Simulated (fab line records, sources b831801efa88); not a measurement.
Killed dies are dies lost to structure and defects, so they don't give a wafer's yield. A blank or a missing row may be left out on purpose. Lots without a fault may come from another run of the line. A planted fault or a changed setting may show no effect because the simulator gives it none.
One fault seen from 2 desks | flow gf180mcu | each desk has only its own numbers; what lay behind them comes last

THE METROLOGY DESK
What the gauges read, lot by lot, whatever tool the lot ran on: means of the sampled wafers that have a number. A lot is out of limits, marked OUT, if its mean lies more than 4 standard deviations from the usual mean; the brackets give that distance.
Columns: A = cd_nm at GF_V1_CD_MEAS_14, usual 259.7 nm; B = M2_ALCU_THK at GF_M2_THK_MEAS_06, usual 447 nm
lot  | first seen here | A     | B
L637 | day 18 00:18    | 258.2 | 451
L638 | day 18 07:55    | 259.5 | 449
L639 | day 18 14:57    | 259.5 | 443
L640 | day 19 05:43    | 260.1 | 447
L641 | day 19 12:57    | 260.6 | 454
L642 | day 19 19:20    | 260.4 | 450
L643 | day 20 09:22    | 260.1 | 439
L644 | day 20 17:55    | 260.4 | 447
L653 | day 24 00:28    | 258.6 | 452
L654 | day 24 06:51    | 260.7 | 463
L656 | day 24 22:31    | 259.0 | 445
L659 | day 25 20:45    | 258.9 | 451
L660 | day 26 00:58    | 258.1 | 443
This desk's finding: nothing out of limits on any of the 13 lots.

THE TOOL OWNER'S DESK: cmp-02
The tool's own readings at GF_CONTACT_CMP_04 (polishes SiO2): means of the sampled wafers that have a number, for each lot that ran on this tool. A lot is out of limits, marked OUT, if its mean lies more than 4 standard deviations from the usual mean; the brackets give that distance.
Columns: A = motor_current_A at GF_CONTACT_CMP_04, usual 11.6 A; B = time_to_endpoint_s at GF_CONTACT_CMP_04, usual 110 s
lot  | first seen here | A    | B
L638 | day 15 08:13    | 11.9 | 115
L639 | day 15 15:21    | 11.0 | 108
L640 | day 16 03:46    | 11.5 | 107
L642 | day 16 17:55    | 12.2 | 104
L653 | day 20 22:55    | 11.5 | 96
This desk's finding: nothing out of limits on any of the 5 lots.

PUT TOGETHER
The metrology desk saw nothing out of limits.
The tool owner's desk saw nothing out of limits.

WHAT THE SIMULATOR HAD PUT IN
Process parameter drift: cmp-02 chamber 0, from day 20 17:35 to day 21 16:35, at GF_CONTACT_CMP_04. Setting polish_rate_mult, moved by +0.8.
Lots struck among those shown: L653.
